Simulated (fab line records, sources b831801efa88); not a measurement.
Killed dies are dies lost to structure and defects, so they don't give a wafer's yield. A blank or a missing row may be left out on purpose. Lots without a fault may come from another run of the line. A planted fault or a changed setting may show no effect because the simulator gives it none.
fab line records | flow sky130
record lots=5 wafers=15 last_day=49
route steps=708 shown CAP2M@608 METAL4@621 VIA4@639 PAD_OPEN@708
lots that met no fault: from a run of the same line without faults
start_h: hours from the record's first day to the start of the lot's first wafer shown | wait_h: hours since the lot's step before | " the same as in the row above | L1.1+2: a row that stands for several wafers | - no value, or no start given | * or withheld: withheld | < > ~ a bound
route shown NAME@n: a module of which the file shows steps, and the number in the route of the first | usual: mean/standard deviation of fault-free wafers | same: alike in all rows | chamber/n: place in a boat | sites: the reading at each site | _std_site: their standard deviation | _edge_site: outer sites' mean less inner sites' | radius_mm: how far each site lies from the wafer's centre | mask NAME#n: copy n | behind: the tool/chamber that last shaped the wafer | hold: why the lot was held/for how many hours/how that ended | device: the transistor (n, p or np) that didn't switch | end of line: the same wafers' tests at the end of the route | a step without rows: its recipe alone | killed: dies lost to structure and defects at the first sort, not the wafer's yield | map: a wafer's dies, x killed, . not, _ none there
set.NAME: the setting as run; set.NAME@STEP: as run at that earlier step | model.NAME: the simulator's own value behind a step, which no gauge read
lots at some steps of the route; a table a step, a row a wafer
## steps
# step SKY_CAP2M_DEHYDRATE_05
# recipe temp_c=200 time_s=60
# step SKY_CAP2M_HMDS_06
# recipe prime_time_s=60 prime_temp_c=120
# step SKY_CAP2M_COAT_07
# recipe resist=NOVOLAK spin_rpm=3000 resist_thk_nm=1140
# step SKY_CAP2M_SOFTBAKE_08
# recipe temp_c=90 time_s=60 resist=NOVOLAK
# step SKY_CAP2M_EXPOSE_09
# recipe mask_id=CAP2M na=0.6 source_shape=conventional sigma_outer=0.6 polarization=unpolarized target_cd_nm=1000 dose_mj=159
# step SKY_CAP2M_PEB_10
# recipe temp_c=withheld time_s=* resist=NOVOLAK
# step SKY_CAP2M_DEVELOP_11
# recipe resist=NOVOLAK developer=TMAH develop_time_s=60 dev_temp_c=23
# step SKY_CAP2M_METAL_ETCH_13
# recipe target_depth_nm=220 stop_on=SiO2 chemistry=Cl2/BCl3 target=TiN pressure_mtorr=10 icp_w=900 bias_w=48.5 Cl2_flow_sccm=60 bcl3_flow_sccm=30 time_s=62.9
# step SKY_CAP2M_STRIP_14
# recipe chemistry=O2/N2 power_w=1400 pressure_mtorr=1500 platen_temp_c=withheld o2_flow_sccm=3000 n2_flow_sccm=300 overash_fraction=0.5
# step SKY_CAP2M_STRIP_15
# recipe chemistry=post_etch_residue_remover time_s=1200 temp_c=72.5
# step SKY_CAP2M_CLEAN_16
# recipe chemistry=IPA time_s=180 temp_c=25
# same time_s=180
# columns lot.wafer tool chamber start_h wait_h
L470.3+4+6 wet_bench-03 3 1001.95 0.0
L479.1+2+5 wet_bench-03 3 1070.50 0.0
L480.1+3+6 wet_bench-03 3 1075.24 0.0
L481.1+4+6 wet_bench-03 1 1079.69 0.0
L482.3+4+5 wet_bench-02 3 1088.01 0.2
# step SKY_CAP2M_CLEAN_17
# recipe chemistry=O3/DIW dry=n2_spin
# step SKY_METAL4_DEHYDRATE_05
# recipe temp_c=200 time_s=60
# step SKY_METAL4_HMDS_06
# recipe prime_time_s=60 prime_temp_c=120
# step SKY_METAL4_COAT_07
# recipe resist=BARC temp_c=withheld time_s=withheld spin_rpm=3000 resist_thk_nm=60
# step SKY_METAL4_COAT_08
# recipe resist=KrF-thick spin_rpm=3000 resist_thk_nm=1140
# step SKY_METAL4_SOFTBAKE_09
# recipe temp_c=100 time_s=90 resist=KrF-thick
# step SKY_METAL4_EXPOSE_10
# recipe mask_id=MM4 na=0.68 source_shape=annular sigma_inner=0.4 sigma_outer=0.8 target_cd_nm=300 dose_mj=28
# step SKY_METAL4_PEB_11
# recipe peb_temp_c=withheld peb_time_s=withheld resist=KrF-thick
# step SKY_METAL4_DEVELOP_12
# recipe develop_time_s=60 resist=KrF-thick dev_temp_c=21
# step SKY_METAL4_DESCUM_15
# recipe chemistry=O2 source_power_w=150 bias_power_w=0 pressure_mtorr=10 temp_c=40 time_s=8
# step SKY_METAL4_ETCH_16
# recipe chemistry=N2/H2 target=BARC ion_energy_ev=200 bias_w=100 pressure_mtorr=30 n2_flow_sccm=100 h2_flow_sccm=200 icp_w=500 stop_on=SiO2 time_s=88.2 target_depth_a=600
# step SKY_METAL4_ETCH_17
# recipe target=SiO2 stop_on=TiN chemistry=C4F8/O2/Ar source_w=1500 bias_w=1200 pressure_mtorr=40 c4f8_flow_sccm=withheld O2_flow_sccm=6 Ar_flow_sccm=300 time_s=3.9 target_depth_a=150
# step SKY_METAL4_METAL_ETCH_18
# recipe target_depth_a=8450 stop_on=SiO2 over_etch_frac=0.3 time_s=183.1 chemistry=Cl2/BCl3 resist_sidewall_deg=88 pressure_mtorr=10 icp_w=900 bias_w=48.5 Cl2_flow_sccm=60 bcl3_flow_sccm=30
# step SKY_METAL4_STRIP_19
# recipe chemistry=O2/N2 power_w=1400 pressure_mtorr=1500 platen_temp_c=withheld o2_flow_sccm=3000 n2_flow_sccm=300 overash_fraction=0.5
# step SKY_METAL4_STRIP_20
# recipe chemistry=post_etch_residue_remover time_s=1200 temp_c=72.5
# step SKY_METAL4_CLEAN_21
# recipe chemistry=IPA time_s=180 temp_c=25
# step SKY_METAL4_CLEAN_22
# recipe chemistry=O3/DIW dry=n2_spin
# step SKY_VIA4_HDPCVD_00
# recipe material=SiO2 target_thk_nm=1750 sigma_open_frac=0.3 time_s=291.7 temp_c=400 sih4_flow_sccm=60 pressure_mtorr=6
# step SKY_VIA4_CMP_02
# recipe material=SiO2 down_force_psi=4 platen_rpm=60 pad_velocity_m_s=0.94248
# step SKY_VIA4_DEHYDRATE_04
# recipe temp_c=200 time_s=60
# step SKY_VIA4_HMDS_05
# recipe prime_time_s=60 prime_temp_c=120
# step SKY_VIA4_COAT_06
# recipe resist=NOVOLAK spin_rpm=3000 resist_thk_nm=1140
# step SKY_VIA4_SOFTBAKE_07
# recipe temp_c=90 time_s=60 resist=NOVOLAK
# step SKY_VIA4_EXPOSE_08
# recipe mask_id=VIM4 na=0.6 source_shape=conventional sigma_outer=0.6 polarization=unpolarized target_cd_nm=800 dose_mj=132
# step SKY_VIA4_PEB_09
# recipe temp_c=withheld time_s=* resist=NOVOLAK
# step SKY_PAD_OPEN_PROBE_99
# usual defect_limited_yield=82.8/2 killed_at_M0_to_M3=43/7.8 killed_at_M4_up=3.2/1.9 killed_at_contacts=24/5 killed_at_front_end=14/4.5 killed_at_other=0.2/0.41 killed_dies=84/9.6 killed_open=47/6.9 killed_short=38/6 sort_bin_3_pad_short=0.8/0.43 sort_bin_5_function=10.1/1.4 sort_bin_6_memory=6.3/1.1 sort_n_pass=408/9.6 sort_yield_pct=82.8/2
# same gross_dies=492 killed_at_back_side=0 sort_bin_4_leakage[%]=0 sort_bin_8_speed[%]=0
# columns lot.wafer tool chamber start_h wait_h defect_limited_yield[%] killed_at_M0_to_M3 killed_at_M4_up killed_at_contacts killed_at_front_end killed_at_other killed_dies killed_open killed_short sort_bin_3_pad_short[%] sort_bin_5_function[%] sort_bin_6_memory[%] sort_n_pass sort_yield_pct[%] model.etest.tester.sort_n_pass model.etest.tester.sort_yield_pct model.etest.tester.sort_bin_5_pct model.etest.tester.sort_bin_3_pct
L479.1 prober-01 - 1175.02 0.1 76.6 21 4 20 13 57 115 30 28 4.1 13.2 6.1 377 76.6 377 76.63 13.21 4.065
L479.2 prober-01 - 1175.07 0.1 70.9 50 2 19 21 51 143 56 37 1.8 18.7 8.5 349 70.9 349 70.94 18.7 1.829
L479.5 prober-01 - 1175.22 0.2 72.2 33 1 23 19 61 137 41 35 3.7 15.7 8.5 355 72.2 355 72.15 15.65 3.659
L480.1 prober-02 - 1177.94 0.1 69.9 54 2 25 13 54 148 56 38 4.5 18.9 6.7 344 69.9 344 69.92 18.9 4.472
L480.3 prober-02 - 1178.04 0.2 74.8 38 3 18 11 54 124 43 27 4.7 15.0 5.5 368 74.8 368 74.8 15.04 4.675
L480.6 prober-02 - 1178.19 0.2 72.2 49 6 21 7 54 137 47 36 3.5 16.5 7.9 355 72.2 355 72.15 16.46 3.455
L481.1 prober-01 - 1180.10 0.1 75.2 39 2 18 9 54 122 37 31 4.9 13.6 6.3 370 75.2 370 75.2 13.62 4.878
L481.4 prober-01 - 1180.25 0.2 73.4 33 1 20 21 56 131 40 35 2.4 16.1 8.1 361 73.4 361 73.37 16.06 2.439
L481.6 prober-01 - 1180.35 0.2 73.6 45 2 16 14 53 130 40 37 3.3 16.5 6.7 362 73.6 362 73.58 16.46 3.252
L482.3 prober-02 - 1186.60 0.2 83.3 44 2 21 14 1 82 50 32 1.8 9.8 5.1 410 83.3 410 83.33 9.756 1.829
L482.4 prober-02 - 1186.65 0.2 82.5 38 2 31 15 0 86 44 42 0.6 9.8 7.1 406 82.5 406 82.52 9.756 0.6098
L482.5 prober-02 - 1186.70 0.2 82.9 42 1 27 14 0 84 48 36 1.0 9.6 6.5 408 82.9 408 82.93 9.553 1.016
# killed by level:class
L479.1 CAP2M:unspecified=57 CONTACT:geometric_particle:open=6 CONTACT:geometric_particle:short=5 POLY_GATE:geometric_particle:open=4 LI_CONTACT:geometric_particle:open=4 VIA3:geometric_particle:open=4 POLY_GATE:geometric_particle:short=3 VIA1:geometric_particle:short=3
L479.2 CAP2M:unspecified=50 VIA1:geometric_particle:open=16 METAL1:geometric_particle:short=10 LI_CONTACT:geometric_particle:open=8 VIA2:geometric_particle:open=6 POLY_GATE:geometric_particle:open=5 VIA3:geometric_particle:open=5 FIELD_ISO:geometric_particle:open=4
L479.5 CAP2M:unspecified=61 LI_CONTACT:geometric_particle:open=7 VIA2:geometric_particle:open=7 CONTACT:geometric_particle:open=6 METAL1:geometric_particle:short=6 VIA3:geometric_particle:open=5 METAL3:geometric_particle:short=4 POLY_GATE:geometric_particle:short=4
L480.1 CAP2M:unspecified=54 VIA1:geometric_particle:open=15 CONTACT:geometric_particle:open=9 LI_CONTACT:geometric_particle:open=9 VIA2:geometric_particle:open=7 METAL2:geometric_particle:short=7 METAL1:geometric_particle:short=7 VIA3:geometric_particle:open=5
L480.3 CAP2M:unspecified=54 VIA1:geometric_particle:open=14 CONTACT:geometric_particle:open=8 LOCAL_INTERCONNECT:geometric_particle:short=6 VIA2:geometric_particle:open=6 POLY_GATE:geometric_particle:open=4 METAL3:geometric_particle:short=4 FIELD_ISO:geometric_particle:short=3
L480.6 CAP2M:unspecified=54 VIA1:geometric_particle:open=13 VIA2:geometric_particle:open=12 VIA1:geometric_particle:short=7 LI_CONTACT:geometric_particle:open=6 METAL2:geometric_particle:short=5 CONTACT:geometric_particle:open=5 LI_CONTACT:geometric_particle:short=4
L481.1 CAP2M:unspecified=54 CONTACT:geometric_particle:open=11 VIA1:geometric_particle:open=11 METAL2:geometric_particle:short=8 METAL1:geometric_particle:short=5 VIA2:geometric_particle:open=4 VIA2:geometric_particle:short=3 POLY_GATE:geometric_particle:short=3
L481.4 CAP2M:unspecified=56 LI_CONTACT:geometric_particle:open=9 VIA3:geometric_particle:open=7 POLY_GATE:geometric_particle:open=6 VIA1:geometric_particle:open=6 FIELD_ISO:geometric_particle:short=5 CONTACT:geometric_particle:open=4 METAL1:geometric_particle:short=4
L481.6 CAP2M:unspecified=53 METAL1:geometric_particle:short=8 CONTACT:geometric_particle:open=7 VIA1:geometric_particle:open=6 METAL2:geometric_particle:short=6 VIA3:geometric_particle:open=6 FIELD_ISO:geometric_particle:short=5 VIA1:geometric_particle:short=5
L482.3 VIA1:geometric_particle:open=11 CONTACT:geometric_particle:open=8 VIA3:geometric_particle:open=8 LI_CONTACT:geometric_particle:open=6 METAL3:geometric_particle:short=5 VIA1:geometric_particle:short=5 VIA2:geometric_particle:open=5 VIA3:geometric_particle:short=4
L482.4 LI_CONTACT:geometric_particle:open=12 CONTACT:geometric_particle:open=8 VIA1:geometric_particle:short=7 VIA1:geometric_particle:open=6 METAL2:geometric_particle:short=6 POLY_GATE:geometric_particle:short=5 VIA2:geometric_particle:short=5 CONTACT:geometric_particle:short=4
L482.5 VIA1:geometric_particle:open=9 CONTACT:geometric_particle:open=8 LI_CONTACT:geometric_particle:open=6 CONTACT:geometric_particle:short=6 VIA2:geometric_particle:open=6 METAL1:geometric_particle:short=5 VIA3:geometric_particle:open=5 POLY_GATE:geometric_particle:open=4
# map L479.2 (x killed, . not)
__________....x....._________
________x............x_______
______.x...xx...xx.....x_____
_____.x..........x..x....____
____..xx...x...x..........___
___.xx....xx...x..x........__
__xxxxxxxx....xx.....xx.xx.x_
_xxxxxxxxxxx...x......x....x.
_xxxxxxxxx....x........x...xx
_xxxxxxxx.............x...xx.
_xxxxxxxxx..xx...............
_x.xxxxx......xx..x.........x
_xxxx.x...........x.......xxx
_...x...x.......x...x.x..x...
_.xx.........................
__x............x..x.x.....x._
___..x.....x.....xx........__
____..x..x...x..x...xxx...___
_____.....x..x...x.......____
______x.x.....x........._____
________xxxxx....x...._______
__________..xx......_________
# map L480.1 (x killed, . not)
__________......x..._________
________..x...x.x...x._______
______.x.x......x.x....x_____
_____x........x.x....xxx.____
____..........x..x........___
___xxx...x.x....x......x...__
__xxxxxxx......x...x........_
_xxxxxxxxx...x..x.x.....x....
_xxxxxxxxx...x...x........x..
_xxxxxxxxxxxx......x...x.....
_xxxxxxxxx.....x.............
_xxxxxxxx.....xxx............
_xxx.xx..x...xxx..x......x..x
_.xxx.xxx...............x....
_.x...x..........x.x..x......
__...x.x.....x.x...........x_
___.x.xx...x.x..x..........__
____x...x.......x.....x..x___
_____.x.x.......x...x...x____
______..xx..x..........._____
________........x...xx_______
__________x.x.....x._________
## key
first_sign step=SKY_PAD_OPEN_PROBE_99 reading=killed_at_other direction=up sigmas=55 usual=0.2 struck=54.9
effect step=SKY_PAD_OPEN_PROBE_99 reading=sort_bin_3_pad_short direction=up sigmas=6.6 usual=0.8 struck=3.6
model_effect step=SKY_PAD_OPEN_PROBE_99 value=etest.tester.sort_n_pass without=407.7 struck=360.1
met_at SKY_CAP2M_CLEAN_16
struck_wafers L479.1,L479.2,L479.5,L480.1,L480.3,L480.6,L481.1,L481.4,L481.6
onset_between 1001.95 1070.50
fault kind=chamber_particle_source tool=wet_bench-03 chamber=- onset_h=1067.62 steps=SKY_CAP2M_CLEAN_16 rate_per_visit_cm2=1.4893 end_h=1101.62
